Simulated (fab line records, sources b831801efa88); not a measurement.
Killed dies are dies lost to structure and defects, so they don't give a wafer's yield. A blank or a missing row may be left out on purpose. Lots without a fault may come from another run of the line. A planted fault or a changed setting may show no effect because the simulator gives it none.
Tool commonality check | flow sky130 | 13 lots, 39 wafers sampled

WHY IT WAS OPENED
At SKY_RES_PROTECT_TW_MEAS_08 the reading POLY_GATE_TW is flagged on 1 of 13 lots. Wafers without a fault read 4028, standard deviation 38.
Rule: a lot is flagged when every wafer of it that has a number lies more than 4 standard deviations from that mean, or none has a number. The other lots count as sound.

lot  | measured     | on            | POLY_GATE_TW, wafer by wafer | flag
L464 | day 13 07:31 | film_metro-03 | 4078 4066 4097               |
L465 | day 13 17:13 | film_metro-02 | 4025 4010 4004               |
L469 | day 14 20:48 | film_metro-04 | 30 30 30                     | FLAGGED
L470 | day 15 06:04 | film_metro-02 | 3980 3977 3988               |
L471 | day 15 09:55 | film_metro-02 | 3977 4009 3975               |
L475 | day 16 08:53 | film_metro-03 | 4059 4058 4082               |
L476 | day 16 13:40 | film_metro-02 | 4007 4009 4009               |
L477 | day 17 00:07 | film_metro-03 | 4057 4070 4072               |
L479 | day 17 23:19 | film_metro-04 | 3981 3933 3954               |
L482 | day 26 13:55 | film_metro-02 | 3989 4011 4018               |
L481 | day 26 15:19 | film_metro-04 | 4011 4009 4017               |
L484 | day 26 17:34 | film_metro-02 | 4027 4001 4020               |
L485 | day 26 17:52 | film_metro-02 | 4022 4008 4011               |
The numbers of the flagged lots are 30 on average: -3998 against the usual, or -99 or more standard deviations.

WHICH TOOL RAN EACH LOT
The record holds 2 process steps before the reading, out of a route of 708 steps. In each cell: the tool, then ch and the chambers that the sampled wafers went through, then the start.
lot  | flag    | SKY_SONOS_ONO_ETCH_15              | SKY_RES_PROTECT_EXPOSE_04
L464 |         | rie_diel-01 ch 0,1, day 10 20:53   | iline_stepper-02 ch 0, day 12 19:40
L465 |         | rie_diel-02 ch 0,1,3, day 11 07:20 | iline_stepper-01 ch 0, day 13 05:47
L469 | FLAGGED | rie_diel-02 ch 0,3, day 12 12:07   | iline_stepper-01 ch 0, day 14 08:21
L470 |         | rie_diel-04 ch 1,2,3, day 12 20:41 | iline_stepper-01 ch 0, day 14 17:10
L471 |         | rie_diel-01 ch 1,2,3, day 12 22:56 | iline_stepper-02 ch 0, day 14 20:49
L475 |         | rie_diel-01 ch 0,2,3, day 13 22:59 | iline_stepper-02 ch 0, day 15 19:16
L476 |         | rie_diel-02 ch 0,1,2, day 14 01:19 | iline_stepper-01 ch 0, day 15 23:07
L477 |         | rie_diel-04 ch 0,1,2, day 14 10:55 | iline_stepper-02 ch 0, day 16 09:32
L479 |         | rie_diel-02 ch 0,1, day 15 04:32   | iline_stepper-01 ch 0, day 17 08:22
L482 |         | rie_diel-01 ch 0,2,3, day 24 00:13 | iline_stepper-01 ch 0, day 25 23:50
L481 |         | rie_diel-02 ch 1,3, day 24 02:17   | iline_stepper-01 ch 0, day 26 00:59
L484 |         | rie_diel-02 ch 0,3, day 24 03:19   | iline_stepper-01 ch 0, day 26 02:56
L485 |         | rie_diel-01 ch 0,2, day 24 02:35   | iline_stepper-02 ch 0, day 26 03:10
What these steps do:
- SKY_SONOS_ONO_ETCH_15: etches the open film in CHF3/O2, target depth 19.52 nm, time 7.8 s.
- SKY_RES_PROTECT_EXPOSE_04: exposes mask RPM, target cd 1270 nm.
- SKY_RES_PROTECT_TW_MEAS_08

FLAGGED OVER TOTAL, TOOL BY TOOL (the gauges that took the reading come last)
step                       | tool             | lots run | flagged | share of the flagged lots | sound lots run after its first flagged lot
SKY_SONOS_ONO_ETCH_15      | rie_diel-01      | 5        | 0       | none                      | -
SKY_SONOS_ONO_ETCH_15      | rie_diel-02      | 6        | 1       | all                       | 4 (L476,L479,L481,L484)
SKY_SONOS_ONO_ETCH_15      | rie_diel-04      | 2        | 0       | none                      | -
SKY_RES_PROTECT_EXPOSE_04  | iline_stepper-01 | 8        | 1       | all                       | 6 (L470,L476,L479,L482,L481,L484)
SKY_RES_PROTECT_EXPOSE_04  | iline_stepper-02 | 5        | 0       | none                      | -
SKY_RES_PROTECT_TW_MEAS_08 | film_metro-02    | 7        | 0       | none                      | -
SKY_RES_PROTECT_TW_MEAS_08 | film_metro-03    | 3        | 0       | none                      | -
SKY_RES_PROTECT_TW_MEAS_08 | film_metro-04    | 3        | 1       | all                       | 2 (L479,L481)

WHAT THE TABLE ALLOWS
3 rows of the table ran every flagged lot: rie_diel-02 at SKY_SONOS_ONO_ETCH_15, iline_stepper-01 at SKY_RES_PROTECT_EXPOSE_04, film_metro-04 at SKY_RES_PROTECT_TW_MEAS_08.
- rie_diel-02 at SKY_SONOS_ONO_ETCH_15: 1 of its 6 lots flagged. Sound lots ran on it after the first flagged one (L476, L479, L481, L484), which a lasting fault on the whole tool wouldn't allow.
- iline_stepper-01 at SKY_RES_PROTECT_EXPOSE_04: 1 of its 8 lots flagged. Sound lots ran on it after the first flagged one (L470, L476, L479, L482, L481, L484), which a lasting fault on the whole tool wouldn't allow.
- film_metro-04 at SKY_RES_PROTECT_TW_MEAS_08: 1 of its 3 lots flagged. Sound lots ran on it after the first flagged one (L479, L481), which a lasting fault on the whole tool wouldn't allow.
No row of the table ran every flagged lot and no sound lot after the first.

WHAT THE SIMULATOR HAD PUT IN
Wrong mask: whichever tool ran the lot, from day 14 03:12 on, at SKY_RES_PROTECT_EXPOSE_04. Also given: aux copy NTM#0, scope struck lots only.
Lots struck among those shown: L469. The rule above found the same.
